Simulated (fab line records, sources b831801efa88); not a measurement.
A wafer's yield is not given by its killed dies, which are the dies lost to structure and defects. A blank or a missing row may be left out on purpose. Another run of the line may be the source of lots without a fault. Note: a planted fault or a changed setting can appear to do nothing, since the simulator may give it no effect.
Code-filled problem report in 8D (eight disciplines) form -- flow sky130 -- the parts of the form that need people (team, actions taken, sign-off) are left out

1. WHAT WENT WRONG
A mean of 5954.2 W is read at SKY_METAL5_SPUTTER_01 for cathode dc power W, taken on 1 wafer of 1 lot, against 6500.1 W (standard deviation 1.2) on wafers free of any fault. So: -99 or more standard deviations from the usual mean.
The step: material TiN, target thk 20 nm, time 16.7 s.
First seen on wafer L354.4, day 46 13:50, on pvd sputter-04. At this step, 33 wafers from 11 lots have a number in the record. Rule for "out" (also "out of limits"): further than 4 standard deviations from the usual mean. Any other wafer with a number is counted as sound.

2. WHAT THIS IS AND IS NOT
question,is,is not
which readings at this step,cathode dc power W,throttle valve pct
which lots,L354,"L342, L343, L346, L348, L349, L360, L361, L363, L364, L365"
which wafers of those lots,L354.4,"L354.3, L354.5"
read on which tools,pvd sputter-04,"pvd sputter-01, pvd sputter-02"
when,from day 46 13:50,"up to then (17 sound wafers); but 15 sound wafers of L360, L361, L363, L364, L365 came after"

3. WHAT RULES OUT EACH SUSPECT
Counting: any tool at a process step up to the reading remains a suspect provided it ran every lot that is out. Sound lots after the first of them don't rule it out here, since some wafers of a struck lot are sound.
- plasma asher-01 at SKY_VIA4_STRIP_13 (strips in O2/N2): kept. It ran the lot that is out, L354 (day 46 12:34); its last sound lot up to then is L348 (day 44 16:03).
- pvd sputter-04 at SKY_METAL5_SPUTTER_01 (material TiN, target thk 20 nm, time 16.7 s): kept. It ran the lot that is out, L354 (day 46 13:50); its last sound lot up to then is L349 (day 45 00:43). Its own cathode dc power W readings are out on those wafers.
What counting leaves: plasma asher-01 at SKY_VIA4_STRIP_13 and pvd sputter-04 at SKY_METAL5_SPUTTER_01.

4. THE CAUSE (what the simulator had put in)
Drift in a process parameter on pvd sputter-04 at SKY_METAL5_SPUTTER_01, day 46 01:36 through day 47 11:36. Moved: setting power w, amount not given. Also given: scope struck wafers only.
Of the 2 suspects that counting leaves, this tool is one.

5. THE CHAIN OF EFFECTS, in route order
One row per reading whose mean, taken over the struck wafers that have a number, lies over 3 standard deviations from the usual. Only readings whose record carries a usual standard deviation are examined. hours: median over the lots of the time between each lot's start at the first step of this table that gives one and its start at this step. sigmas: the change, counted in usual standard deviations.
hours,step,reading,usual,on struck wafers,change,sigmas
0,SKY_METAL5_SPUTTER_01,cathode dc power W,6500.1 W,5954.2,-545.9,-99 or more
The process steps in it:
- SKY_METAL5_SPUTTER_01: material TiN, target thk 20 nm, time 16.7 s.

6. WHAT WOULD HAVE CAUGHT IT SOONER
In this record the first reading out of limits was taken at day 46 13:50, 12 hours after the fault began at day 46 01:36.
